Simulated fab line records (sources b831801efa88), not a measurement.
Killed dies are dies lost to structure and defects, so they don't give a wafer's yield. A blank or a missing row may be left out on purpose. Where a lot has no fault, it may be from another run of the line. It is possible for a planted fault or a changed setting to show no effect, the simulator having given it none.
fab line records + flow gf180mcu
record
- lots=14
- wafers=42
- last_day=34
route steps=602 shown STI@31 MVPSD@82 VT_IMPLANT@133 POLY_GATE@175
lots with no fault: from the same line, run without faults
start_h: the number of hours between the record's first day and the start of the first shown wafer of the lot + wait_h: hours since the lot's step before + " as in the row above + L1.1+2: several wafers, shown together as one row + - no value, or no start was given + * or withheld: withheld + < > ~ a bound
route shown NAME@n: a module of which the file shows steps, and the number in the route of the first + usual: the fault-free wafers' mean and standard deviation + same: alike in all rows + chamber/n: place in a boat + sites: each site's reading + _std_site: how widely they spread, as a standard deviation + _edge_site: the outer-site mean with the inner-site mean subtracted + radius_mm: how far each site lies from the wafer's centre + mask NAME#n: copy n + behind: the last tool/chamber to shape the wafer + hold: the reason the lot was held/the length of the hold in hours/how it ended + device: which transistor (n, p or np) failed to switch + end of line: at the end of the route, the tests of the same wafers + a step given without rows: its recipe and nothing more + killed: at the first sort, the dies lost to defects and structure; wafer yield is something else + map: a wafer's dies, x killed, . not, _ none there
set.NAME: the setting as run; set.NAME@STEP: as run at that earlier step + model.NAME: the simulator's own value behind a step, which no gauge read
one table for each step of the route and one row for each wafer, over a sample of lots
services: a tool's chamber out of use, with start hour (start_h, from the record's first day; less than 0 if before it), hours out, and reason
## steps
# step GF_STI_THK_MEAS_30
# recipe
- reads=SiO2_of_STI_OXIDATION_29
# usual
- STI_OXIDATION_02_THK=9.94/0.16
| lot.wafer | tool          | chamber | start_h | wait_h | STI_OXIDATION_02_THK[nm] |
|-----------|---------------|---------|---------|--------|--------------------------|
| L445.1    | film_metro-02 | -       | 35.37   | 0.0    | 10.17                    |
| L445.3    | "             | -       | "       | "      | 10.06                    |
| L445.6    | "             | -       | "       | "      | 9.89                     |
| L446.2    | film_metro-02 | -       | 41.30   | 0.0    | 9.95                     |
| L446.3    | "             | -       | "       | "      | 9.90                     |
| L446.4    | "             | -       | "       | "      | 9.92                     |
| L447.2    | film_metro-02 | -       | 46.64   | 0.0    | 9.91                     |
| L447.3    | "             | -       | "       | "      | 9.83                     |
| L447.5    | "             | -       | "       | "      | 9.91                     |
| L448.1    | film_metro-01 | -       | 51.42   | 0.0    | 9.69                     |
| L448.2    | "             | -       | "       | "      | 9.73                     |
| L448.6    | "             | -       | "       | "      | 9.77                     |
| L453.1    | film_metro-03 | -       | 78.23   | 0.0    | 10.21                    |
| L453.5    | "             | -       | "       | "      | 10.06                    |
| L453.6    | "             | -       | "       | "      | 10.19                    |
| L454.2    | film_metro-02 | -       | 82.80   | 0.0    | 9.80                     |
| L454.4    | "             | -       | "       | "      | 10.08                    |
| L454.6    | "             | -       | "       | "      | 9.91                     |
| L456.3    | film_metro-02 | -       | 92.43   | 0.0    | 9.65                     |
| L456.4    | "             | -       | "       | "      | 9.87                     |
| L456.6    | "             | -       | "       | "      | 9.96                     |
| L461.1    | film_metro-01 | -       | 116.92  | 0.0    | 10.00                    |
| L461.3    | "             | -       | "       | "      | 9.75                     |
| L461.6    | "             | -       | "       | "      | 10.09                    |
| L462.3    | film_metro-02 | -       | 123.42  | 0.0    | 10.21                    |
| L462.4    | "             | -       | "       | "      | 10.16                    |
| L462.6    | "             | -       | "       | "      | 10.25                    |
| L463.2    | film_metro-01 | -       | 127.99  | 0.0    | 10.00                    |
| L463.3    | "             | -       | "       | "      | 9.89                     |
| L463.4    | "             | -       | "       | "      | 9.94                     |
| L464.2    | film_metro-02 | -       | 134.40  | 0.0    | 9.81                     |
| L464.5    | "             | -       | "       | "      | 9.67                     |
| L464.6    | "             | -       | "       | "      | 9.49                     |
| L465.1    | film_metro-01 | -       | 137.43  | 0.0    | 10.08                    |
| L465.3    | "             | -       | "       | "      | 10.11                    |
| L465.5    | "             | -       | "       | "      | 10.18                    |
| L466.1    | film_metro-01 | -       | 143.74  | 0.0    | 9.84                     |
| L466.2    | "             | -       | "       | "      | 10.08                    |
| L466.6    | "             | -       | "       | "      | 9.83                     |
| L467.3    | film_metro-01 | -       | 148.39  | 0.0    | 9.82                     |
| L467.4    | "             | -       | "       | "      | 9.91                     |
| L467.5    | "             | -       | "       | "      | 10.01                    |
# step GF_MVPSD_EXPOSE_04
# recipe
- mask_id=MVPSD
- target_cd_nm=1000
- na=0.6
- source_shape=conventional
- sigma_outer=0.6
- dose_mj=260
# usual
- exposure_dose_mJ_cm2=260.02/0.24
- focus_offset_nm=0.0/0.49
| lot.wafer | tool             | chamber | start_h | wait_h | mask    | exposure_dose_mJ_cm2 | focus_offset_nm |
|-----------|------------------|---------|---------|--------|---------|----------------------|-----------------|
| L445.1    | iline_stepper-02 | 0       | 95.05   | -      | MVPSD#0 | 259.76               | -0.2            |
| L445.3    | "                | 0       | "       | "      | MVPSD#0 | 259.91               | 0.7             |
| L445.6    | "                | 0       | "       | "      | MVPSD#0 | 259.79               | -0.1            |
| L446.2    | iline_stepper-01 | 0       | 102.79  | -      | MVPSD#0 | 260.08               | 0.3             |
| L446.3    | "                | 0       | "       | "      | MVPSD#0 | 260.04               | 0.2             |
| L446.4    | "                | 0       | "       | "      | MVPSD#0 | 259.73               | 0.4             |
| L447.2    | iline_stepper-01 | 0       | 107.95  | -      | MVPSD#0 | 259.89               | -0.1            |
| L447.3    | "                | 0       | "       | "      | MVPSD#0 | 259.66               | 0.0             |
| L447.5    | "                | 0       | "       | "      | MVPSD#0 | 260.10               | -0.5            |
| L448.1    | iline_stepper-02 | 0       | 112.85  | -      | MVPSD#0 | 260.09               | 0.4             |
| L448.2    | "                | 0       | "       | "      | MVPSD#0 | 259.55               | 0.2             |
| L448.6    | "                | 0       | "       | "      | MVPSD#0 | 260.29               | 0.2             |
| L453.1    | iline_stepper-02 | -       | 144.43  | -      | MVPSD#0 | -                    | -               |
| L453.5    | "                | -       | "       | "      | MVPSD#0 | -                    | -               |
| L453.6    | "                | -       | "       | "      | MVPSD#0 | -                    | -               |
| L454.2    | iline_stepper-01 | -       | 149.52  | -      | MVPSD#0 | -                    | -               |
| L454.4    | "                | -       | "       | "      | MVPSD#0 | -                    | -               |
| L454.6    | "                | -       | "       | "      | MVPSD#0 | -                    | -               |
| L456.3    | iline_stepper-02 | 0       | 158.86  | -      | MVPSD#0 | 259.80               | -0.2            |
| L456.4    | "                | 0       | "       | "      | MVPSD#0 | 259.85               | -0.2            |
| L456.6    | "                | 0       | "       | "      | MVPSD#0 | 259.56               | 0.2             |
| L461.1    | iline_stepper-01 | 0       | 188.75  | -      | MVPSD#0 | 260.26               | -0.2            |
| L461.3    | "                | 0       | "       | "      | MVPSD#0 | 260.11               | 0.5             |
| L461.6    | "                | 0       | "       | "      | MVPSD#0 | 260.18               | -1.8            |
| L462.3    | iline_stepper-02 | 0       | 196.91  | -      | MVPSD#0 | 260.08               | -0.2            |
| L462.4    | "                | 0       | "       | "      | MVPSD#0 | 260.04               | -0.3            |
| L462.6    | "                | 0       | "       | "      | MVPSD#0 | 259.76               | 0.5             |
| L463.2    | iline_stepper-01 | 0       | 201.19  | -      | MVPSD#0 | 260.18               | 0.2             |
| L463.3    | "                | 0       | "       | "      | MVPSD#0 | 259.94               | 0.0             |
| L463.4    | "                | 0       | "       | "      | MVPSD#0 | 259.94               | 0.3             |
| L464.2    | iline_stepper-01 | 0       | 208.24  | -      | MVPSD#0 | 259.93               | -0.2            |
| L464.5    | "                | 0       | "       | "      | MVPSD#0 | 260.19               | -0.1            |
| L464.6    | "                | 0       | "       | "      | MVPSD#0 | 259.77               | 0.1             |
| L465.1    | iline_stepper-01 | 0       | 211.00  | -      | MVPSD#0 | 259.91               | -0.2            |
| L465.3    | "                | 0       | "       | "      | MVPSD#0 | 259.96               | -0.8            |
| L465.5    | "                | 0       | "       | "      | MVPSD#0 | 259.85               | 0.2             |
| L466.1    | iline_stepper-02 | 0       | 218.62  | -      | MVPSD#0 | 259.88               | 0.4             |
| L466.2    | "                | 0       | "       | "      | MVPSD#0 | 260.26               | -0.3            |
| L466.6    | "                | 0       | "       | "      | MVPSD#0 | 260.35               | -0.4            |
| L467.3    | iline_stepper-01 | 0       | 225.31  | -      | MVPSD#0 | 259.55               | -0.7            |
| L467.4    | "                | 0       | "       | "      | MVPSD#0 | 259.33               | 0.2             |
| L467.5    | "                | 0       | "       | "      | MVPSD#0 | 260.08               | 0.5             |
# step GF_VT_IMPLANT_TW_MEAS_43
# usual
- VT_IMPLANT_4_TW=693/8.6
| lot.wafer | tool          | chamber | start_h | wait_h | VT_IMPLANT_4_TW |
|-----------|---------------|---------|---------|--------|-----------------|
| L445.1    | film_metro-02 | -       | 163.09  | 0.1    | 686             |
| L445.3    | "             | -       | "       | "      | 686             |
| L445.6    | "             | -       | "       | "      | 689             |
| L446.2    | film_metro-04 | -       | 171.99  | 0.1    | 689             |
| L446.3    | "             | -       | "       | "      | 692             |
| L446.4    | "             | -       | "       | "      | 688             |
| L447.2    | film_metro-03 | -       | 178.28  | 0.1    | 701             |
| L447.3    | "             | -       | "       | "      | 699             |
| L447.5    | "             | -       | "       | "      | 701             |
| L448.1    | film_metro-02 | -       | 182.72  | 0.1    | 685             |
| L448.2    | "             | -       | "       | "      | 686             |
| L448.6    | "             | -       | "       | "      | 691             |
| L453.1    | film_metro-03 | -       | 219.57  | 0.1    | 701             |
| L453.5    | "             | -       | "       | "      | 703             |
| L453.6    | "             | -       | "       | "      | 705             |
| L454.2    | film_metro-04 | -       | 224.79  | 0.1    | 690             |
| L454.4    | "             | -       | "       | "      | 689             |
| L454.6    | "             | -       | "       | "      | 688             |
| L456.3    | film_metro-03 | -       | 234.49  | 0.1    | 706             |
| L456.4    | "             | -       | "       | "      | 706             |
| L456.6    | "             | -       | "       | "      | 704             |
| L461.1    | film_metro-04 | -       | 270.17  | 0.1    | 685             |
| L461.3    | "             | -       | "       | "      | 688             |
| L461.6    | "             | -       | "       | "      | 686             |
| L462.3    | film_metro-02 | -       | 279.30  | 0.1    | 687             |
| L462.4    | "             | -       | "       | "      | 691             |
| L462.6    | "             | -       | "       | "      | 686             |
| L463.2    | film_metro-02 | -       | 283.34  | 0.1    | 686             |
| L463.3    | "             | -       | "       | "      | 684             |
| L463.4    | "             | -       | "       | "      | 685             |
| L464.2    | film_metro-03 | -       | 291.29  | 0.1    | 710             |
| L464.5    | "             | -       | "       | "      | 706             |
| L464.6    | "             | -       | "       | "      | 707             |
| L465.1    | film_metro-02 | -       | 295.98  | 0.1    | 690             |
| L465.3    | "             | -       | "       | "      | 688             |
| L465.5    | "             | -       | "       | "      | 686             |
| L466.1    | film_metro-03 | -       | 305.47  | 0.1    | 708             |
| L466.2    | "             | -       | "       | "      | 708             |
| L466.6    | "             | -       | "       | "      | 711             |
| L467.3    | film_metro-03 | -       | 310.75  | 0.1    | 705             |
| L467.4    | "             | -       | "       | "      | 709             |
| L467.5    | "             | -       | "       | "      | 710             |
# step GF_POLY_GATE_CD_MEAS_18
# usual
- cd_nm=279.6/2
| lot.wafer | tool      | chamber | start_h | wait_h | cd_nm |
|-----------|-----------|---------|---------|--------|-------|
| L445.1    | cd_sem-01 | -       | 207.87  | 0.1    | 278.9 |
| L445.3    | "         | -       | "       | "      | 279.6 |
| L445.6    | "         | -       | "       | "      | 280.0 |
| L446.2    | cd_sem-01 | -       | 214.78  | 0.1    | 282.3 |
| L446.3    | "         | -       | "       | "      | 281.1 |
| L446.4    | "         | -       | "       | "      | 278.6 |
| L447.2    | cd_sem-01 | -       | 226.03  | 0.1    | 281.0 |
| L447.3    | "         | -       | "       | "      | 279.3 |
| L447.5    | "         | -       | "       | "      | 277.7 |
| L448.1    | cd_sem-01 | -       | 229.62  | 0.1    | 279.8 |
| L448.2    | "         | -       | "       | "      | 280.6 |
| L448.6    | "         | -       | "       | "      | 277.1 |
| L453.1    | cd_sem-02 | -       | 264.62  | 0.1    | 281.3 |
| L453.5    | "         | -       | "       | "      | 281.2 |
| L453.6    | "         | -       | "       | "      | 284.5 |
| L454.2    | cd_sem-01 | -       | 272.85  | 0.1    | 276.4 |
| L454.4    | "         | -       | "       | "      | 281.2 |
| L454.6    | "         | -       | "       | "      | 278.6 |
| L456.3    | cd_sem-02 | -       | 281.28  | 0.1    | 280.2 |
| L456.4    | "         | -       | "       | "      | 281.4 |
| L456.6    | "         | -       | "       | "      | 277.9 |
| L461.1    | cd_sem-02 | -       | 318.44  | 0.1    | 277.9 |
| L461.3    | "         | -       | "       | "      | 277.2 |
| L461.6    | "         | -       | "       | "      | 279.2 |
| L462.3    | cd_sem-02 | -       | 328.31  | 0.1    | 278.1 |
| L462.4    | "         | -       | "       | "      | 281.7 |
| L462.6    | "         | -       | "       | "      | 275.8 |
| L463.2    | cd_sem-01 | -       | 334.29  | 0.1    | 279.0 |
| L463.3    | "         | -       | "       | "      | 279.0 |
| L463.4    | "         | -       | "       | "      | 278.5 |
| L464.2    | cd_sem-01 | -       | 339.48  | 0.2    | 281.7 |
| L464.5    | "         | -       | "       | "      | 277.7 |
| L464.6    | "         | -       | "       | "      | 274.0 |
| L465.1    | cd_sem-02 | -       | 346.42  | 0.1    | 279.6 |
| L465.3    | "         | -       | "       | "      | 278.9 |
| L465.5    | "         | -       | "       | "      | 277.3 |
| L466.1    | cd_sem-01 | -       | 357.90  | 0.1    | 277.9 |
| L466.2    | "         | -       | "       | "      | 276.1 |
| L466.6    | "         | -       | "       | "      | 279.2 |
| L467.3    | cd_sem-01 | -       | 360.76  | 0.1    | 280.9 |
| L467.4    | "         | -       | "       | "      | 281.6 |
| L467.5    | "         | -       | "       | "      | 279.8 |
## services
| tool             | chamber | start_h | hours | kind |
|------------------|---------|---------|-------|------|
| iline_stepper-01 | -       | 112.72  | 1.7   | pm   |
| iline_stepper-02 | -       | 207.35  | 1.7   | pm   |
## key
first_sign
- step=GF_MVPSD_EXPOSE_04
- reading=tool_record
- direction=missing
effect none on later readings
met_at GF_MVPSD_EXPOSE_04
struck_lots L453,L454
sort_left_out L453.1,L453.5,L453.6,L454.2,L454.4,L454.6
tester_left_out L453,L454
not_acting_at GF_STI_THK_MEAS_30,GF_VT_IMPLANT_TW_MEAS_43,GF_POLY_GATE_CD_MEAS_18
onset_between 112.85 144.43
fault
- kind=skipped_step_whole
- tool=iline_stepper-01,iline_stepper-02
- chamber=-
- onset_h=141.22
- steps=GF_MVPSD_EXPOSE_04
- scope=struck_lots_only
# tester_left_out: of these lots the tester's yield and bins aren't shown, on N5 and GAA mostly nor the transistor test; their killed dies are dies lost to structure and defects alone, not to doping, threshold or leakage, so they don't give the yield
# sort_left_out: the simulated sort isn't trusted on such a fault, so these wafers' sort isn't shown, and their yield isn't known
